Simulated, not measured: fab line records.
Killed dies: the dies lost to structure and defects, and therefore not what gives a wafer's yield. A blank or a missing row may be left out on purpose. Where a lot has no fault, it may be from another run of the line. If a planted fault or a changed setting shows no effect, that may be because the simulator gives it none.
Which tool was responsible? / flow gf180mcu / 11 lots, 33 wafers sampled, at 4 steps of a route of 602

## WHAT THE GAUGES READ, wafer by wafer
GF_V3_RS_MEAS_24: uses a four-point probe to measure.
lot=L941; measured=day 22 08:35; on=film-metro-03; V3_W_RS (ohm/sq)=0.325 0.325 0.322
lot=L942; measured=day 22 12:33; on=film-metro-02; V3_W_RS (ohm/sq)=0.324 0.321 0.326
lot=L944; measured=day 23 07:29; on=film-metro-02; V3_W_RS (ohm/sq)=0.334 0.329 0.331
lot=L946; measured=day 24 10:22; on=film-metro-03; V3_W_RS (ohm/sq)=0.324 0.321 0.326
lot=L947; measured=day 24 16:56; on=film-metro-03; V3_W_RS (ohm/sq)=0.332 0.331 0.325
lot=L950; measured=day 25 13:29; on=film-metro-03; V3_W_RS (ohm/sq)=0.452 0.455 0.457 0.451 0.454 0.458
lot=L953; measured=day 27 04:24; on=film-metro-02; V3_W_RS (ohm/sq)=0.450 0.448 0.461 0.449 0.448 0.462
lot=L956; measured=day 27 20:41; on=film-metro-04; V3_W_RS (ohm/sq)=0.328 0.328 0.326
lot=L959; measured=day 28 13:24; on=film-metro-03; V3_W_RS (ohm/sq)=0.329 0.325 0.326
lot=L961; measured=day 28 22:20; on=film-metro-03; V3_W_RS (ohm/sq)=0.329 0.325 0.327
lot=L962; measured=day 29 02:01; on=film-metro-03; V3_W_RS (ohm/sq)=0.325 0.326 0.324

## EACH LOT AND THE TOOL THAT RAN IT (in order: tool; ch and the chambers of the sampled wafers; start)
lot=L941; GF_V3_CVD_02=pecvd-03 ch 1,2, day 21 07:16; GF_V3_ETCH_16=rie-diel-04 ch 1,2, day 22 07:43; GF_V3_CVD_23=cvd-w-01 ch 0,1, day 22 08:28
lot=L942; GF_V3_CVD_02=pecvd-04 ch 0,2, day 21 11:41; GF_V3_ETCH_16=rie-diel-04 ch 1,2, day 22 11:40; GF_V3_CVD_23=cvd-w-01 ch 0,1, day 22 12:25
lot=L944; GF_V3_CVD_02=pecvd-03 ch 0,1, day 22 06:22; GF_V3_ETCH_16=rie-diel-01 ch 1,2, day 23 06:34; GF_V3_CVD_23=cvd-w-01 ch 0,1, day 23 07:23
lot=L946; GF_V3_CVD_02=pecvd-03 ch 0,1, day 23 10:10; GF_V3_ETCH_16=rie-diel-01 ch 1,3, day 24 09:28; GF_V3_CVD_23=cvd-w-02 ch 0,1, day 24 10:16
lot=L947; GF_V3_CVD_02=pecvd-04 ch 0,1,2, day 23 16:59; GF_V3_ETCH_16=rie-diel-02 ch 0,1,2, day 24 15:59; GF_V3_CVD_23=cvd-w-01 ch 0,1, day 24 16:47
lot=L950; GF_V3_CVD_02=pecvd-02 ch 0,1,2, day 24 14:43; GF_V3_ETCH_16=rie-diel-04 ch 0,1,2, day 25 12:35; GF_V3_CVD_23=cvd-w-01 ch 0,1, day 25 13:22
lot=L953; GF_V3_CVD_02=pecvd-03 ch 0,1,2, day 26 06:28; GF_V3_ETCH_16=rie-diel-02 ch 0,2,3, day 27 03:28; GF_V3_CVD_23=cvd-w-01 ch 0,1, day 27 04:16
lot=L956; GF_V3_CVD_02=pecvd-04 ch 1,2, day 26 23:01; GF_V3_ETCH_16=rie-diel-04 ch 1,2,3, day 27 19:49; GF_V3_CVD_23=cvd-w-02 ch 0,1, day 27 20:34
lot=L959; GF_V3_CVD_02=pecvd-02 ch 0,2, day 27 16:16; GF_V3_ETCH_16=rie-diel-01 ch 0,1,2, day 28 12:25; GF_V3_CVD_23=cvd-w-02 ch 0, day 28 13:17
lot=L961; GF_V3_CVD_02=pecvd-04 ch 1,2, day 28 00:53; GF_V3_ETCH_16=rie-diel-01 ch 0,1,2, day 28 21:28; GF_V3_CVD_23=cvd-w-02 ch 0,1, day 28 22:14
lot=L962; GF_V3_CVD_02=pecvd-02 ch 0,1,2, day 28 05:05; GF_V3_ETCH_16=rie-diel-04 ch 0,1,2, day 29 01:07; GF_V3_CVD_23=cvd-w-02 ch 0,1, day 29 01:53
- GF_V3_CVD_02: deposits SiO2 from TEOS, target thk 850 nm, time 94.851 s.
- GF_V3_ETCH_16: etches BARC in N2/H2.
- GF_V3_CVD_23: deposits W, target thk 350 nm, time 104.9 s.

## THE ANSWER, worked out from the rows above alone
Rule: usual is defined by the lots themselves. Put in order of their means at a reading, lots are off if they are a third of the lots or fewer, leave a main group of 4 or more, and stand apart from it by a gap of 3 or more times the standard deviation of the main group's means; of several such gaps the widest counts. The tables above print the reading to a certain number of digits; a main group whose means all agree to those digits is not used. Also off: a lot with no number at a reading for which 4 or more lots have one. Where the step has rows for the other lots, those lots are counted as sound.
Off: L950, L953, seen at GF_V3_RS_MEAS_24 (V3_W_RS). The main group: mean 0.326 ohm/sq, standard deviation 0.0025.
If a tool, at a process step before that reading, ran all the lots that are off and no sound lot after the first of them, it fits. Gauges at GF_V3_RS_MEAS_24: tried the same way as those tools. One fits: cvd-w-01 at GF_V3_CVD_23. A fault onset in the window from L947 (day 24 16:47, its last sound lot) to L950 (day 25 13:22, its first lot off) fits.

## WHAT THE SIMULATOR HAD PUT IN
Site profile drift: cvd-w-01, from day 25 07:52 on, at GF_V3_CVD_23. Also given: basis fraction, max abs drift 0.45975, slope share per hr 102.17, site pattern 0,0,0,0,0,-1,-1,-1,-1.
Lots struck among those shown: L950, L953. The rule above found the same.
